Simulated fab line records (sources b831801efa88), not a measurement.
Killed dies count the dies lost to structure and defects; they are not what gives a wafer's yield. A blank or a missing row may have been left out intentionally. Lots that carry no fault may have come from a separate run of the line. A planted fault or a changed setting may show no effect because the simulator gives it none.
What tool caused it? :: flow sky130 :: 12 lots, 36 wafers sampled, at 2 steps of a route of 708

## WHAT THE GAUGES SHOWED, per wafer
SKY_METAL3_CD_MEAS_13: the cd target is 300 nm. Usual: 300.0 nm for cdNm, sd 1.3.
lot: L189
measured: day 38 05:02
on: cdSem-02
cdNm (nm): 296.6 297.7 298.6
flag: 

lot: L190
measured: day 38 21:59
on: cdSem-01
cdNm (nm): 300.7 301.0 300.5
flag: 

lot: L192
measured: day 39 06:51
on: cdSem-01
cdNm (nm): 299.2 298.7 299.1
flag: 

lot: L194
measured: day 39 21:52
on: cdSem-02
cdNm (nm): 301.0 299.7 300.2
flag: 

lot: L202
measured: day 43 04:04
on: cdSem-02
cdNm (nm): 300.7 300.1 299.6
flag: 

lot: L205
measured: day 43 13:46
on: cdSem-02
cdNm (nm): 300.4 300.4 300.0
flag: 

lot: L206
measured: day 43 21:35
on: cdSem-01
cdNm (nm): 300.0 301.4 301.7
flag: 

lot: L207
measured: day 43 23:05
on: cdSem-02
cdNm (nm): 301.3 300.5 300.4
flag: 

lot: L208
measured: day 44 02:20
on: cdSem-01
cdNm (nm): 301.3 300.6 299.4
flag: 

lot: L210
measured: day 44 09:28
on: cdSem-02
cdNm (nm): 300.8 300.7 300.8
flag: 

lot: L209
measured: day 44 12:31
on: cdSem-01
cdNm (nm): 298.7 298.7 298.7
flag: 

lot: L212
measured: day 44 20:19
on: cdSem-01
cdNm (nm): 298.1 302.0 299.1
flag: 

SKY_METAL3_OVL_MEAS_14. Usual: METAL3_OVL 1 nm, standard deviation 4.3.
lot: L189
measured: day 38 05:08
on: overlay-01
METAL3_OVL (nm): 2 0 6
flag: 

lot: L190
measured: day 38 22:05
on: overlay-01
METAL3_OVL (nm): 4 2 3
flag: 

lot: L192
measured: day 39 06:58
on: overlay-01
METAL3_OVL (nm): -2 1 -5
flag: 

lot: L194
measured: day 39 21:59
on: overlay-01
METAL3_OVL (nm): 5 -1 2
flag: 

lot: L202
measured: day 43 04:11
on: overlay-02
METAL3_OVL (nm): 6 -5 0
flag: 

lot: L205
measured: day 43 13:53
on: overlay-01
METAL3_OVL (nm): 5 3 3
flag: 

lot: L206
measured: day 43 21:41
on: overlay-02
METAL3_OVL (nm): 4 9 7
flag: 

lot: L207
measured: day 43 23:10
on: overlay-02
METAL3_OVL (nm): 5 4 1
flag: 

lot: L208
measured: day 44 02:26
on: overlay-01
METAL3_OVL (nm): 0 -1 -3
flag: 

lot: L210
measured: day 44 09:35
on: overlay-01
METAL3_OVL (nm): 9 7 11
flag: 

lot: L209
measured: day 44 12:36
on: overlay-02
METAL3_OVL (nm): -2 3 0
flag: 

lot: L212
measured: day 44 20:26
on: overlay-01
METAL3_OVL (nm): -1 3 -5
flag: 

## TOOL THAT RAN EACH LOT (tool first, then ch and the chambers of the sampled wafers, then the start)
There is no process step in the record ahead of these readings.

## WHAT THE TOOLS THEMSELVES READ (means of the sampled wafers that have a number; where no wafer has one, the mark that the record gives instead)
The record holds no such reading with a usual standard deviation.

## THE ANSWER, worked out from the rows above alone
Rule: lot off if the mean of its wafers having a number is beyond 3 standard deviations from the usual mean. Also off: a lot with no number at a reading for which 4 or more lots have one. Any other lot the step has rows for is counted as sound. First the gauges in route order, then the tools' own readings, where a lot's mean is used as printed above. At the first step where some lot is off, the reading lying furthest off is the one used; lots without a number count as furthest.
None of the lots is off at any reading shown; this tells nothing.

## WHAT HAD BEEN PUT IN BY THE SIMULATOR
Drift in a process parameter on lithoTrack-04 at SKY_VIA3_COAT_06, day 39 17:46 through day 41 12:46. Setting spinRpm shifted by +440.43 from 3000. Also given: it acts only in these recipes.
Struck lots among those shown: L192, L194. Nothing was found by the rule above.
